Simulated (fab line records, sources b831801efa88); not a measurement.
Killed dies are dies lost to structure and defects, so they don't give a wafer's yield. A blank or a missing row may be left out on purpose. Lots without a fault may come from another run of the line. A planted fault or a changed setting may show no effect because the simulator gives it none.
Problem report in the 8D (eight disciplines) form, filled by code | flow gf180mcu | the parts of the form that need people (team, actions taken, sign-off) are left out

1. THE PROBLEM
M3_ALCU_RS at GF_M3_RS_MEAS_05 reads a mean of 0.1119 ohm/sq on 2 wafers of 2 lots; wafers without a fault read 0.0696 ohm/sq with a standard deviation of 0.00066. That is +64 standard deviations from the usual mean.
The step: measures by four-point-probe.
First seen on wafer L324.4, day 23 08:41, on film_metro-02. The record holds 10 wafers of 4 lots with a number at this step. Rule for "out", or "out of limits": more than 4 standard deviations from the usual mean. The other wafers with a number count as sound.

2. WHAT IT IS AND WHAT IT IS NOT
question                    | is                           | is not
which readings at this step | M3_ALCU_RS                   | -
which lots                  | L324, L326                   | L330, L339
which wafers of those lots  | L324.4, L326.2               | L326.1, L326.4
read on which gauges        | film_metro-02, film_metro-04 | -
when                        | from day 23 08:41            | up to then (0 sound wafers); but 8 sound wafers of L326, L330, L339 came after

3. SUSPECTS, AND WHAT RULES EACH OUT
Counting: a tool at a process step up to the reading stays a suspect if it ran every lot that is out. Sound lots after the first of them don't rule it out here, since some wafers of a struck lot are sound.
- the gauge at GF_M3_RS_MEAS_05: ruled out. The wafers that are out were read on 2 gauges (film_metro-02, film_metro-04).
- pvd_sputter-02 at GF_M3_SPUTTER_02 (material AlCu, target thk 450 nm, time 23.9 s): kept. It ran every lot that is out, first L324 (day 23 08:32).
Left after counting: pvd_sputter-02 at GF_M3_SPUTTER_02.

4. THE CAUSE (what the simulator had put in)
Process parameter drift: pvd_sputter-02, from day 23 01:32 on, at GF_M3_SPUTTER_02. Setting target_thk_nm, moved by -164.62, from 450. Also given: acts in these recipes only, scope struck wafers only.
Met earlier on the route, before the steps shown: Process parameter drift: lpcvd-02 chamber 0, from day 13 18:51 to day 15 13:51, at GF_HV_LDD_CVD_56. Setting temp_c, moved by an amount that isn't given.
Counting left only this tool.

5. THE CHAIN OF EFFECTS, in route order
Each row: a reading whose mean over the struck wafers that have a number lies more than 3 standard deviations from the usual. Only readings for which the record gives a usual standard deviation are gone through. hours: the time from each lot's start at the first step in this table that gives one to its start at this step, as a median over the lots. sigmas: the change in usual standard deviations.
hours | step                | reading            | usual         | on struck wafers | change  | sigmas
0     | GF_M3_RS_MEAS_05    | M3_ALCU_RS         | 0.0696 ohm/sq | 0.1119           | +0.0423 | +64
0     | GF_M3_THK_MEAS_06   | M3_ALCU_THK        | 448 nm        | 280              | -168    | -41
22    | GF_M3_METAL_ETCH_16 | oes_product_au     | 0.972 a.u.    | 0.808            | -0.164  | -31
22    | GF_M3_METAL_ETCH_16 | throttle_valve_pct | 28.250 %      | 28.431           | +0.181  | +18
The process steps in it:
- GF_M3_METAL_ETCH_16: etches the open film in Cl2/BCl3, stops on SiO2, target depth 627.5 nm, time 104.6 s.

6. WHAT WOULD HAVE CAUGHT IT SOONER
In this record the first reading out of limits at a measuring or inspecting step was taken at day 23 08:41, 7 hours after the fault began at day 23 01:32.
Of the tool readings at GF_M3_SPUTTER_02 for which the record gives a usual standard deviation, none was out on any struck wafer, so an alarm limit of 4 standard deviations on them would not have fired.
Of the lots that are out (2), L326 began GF_M3_SPUTTER_02 on pvd_sputter-02 after day 23 08:41. A hold on the tool at that time would have spared it.
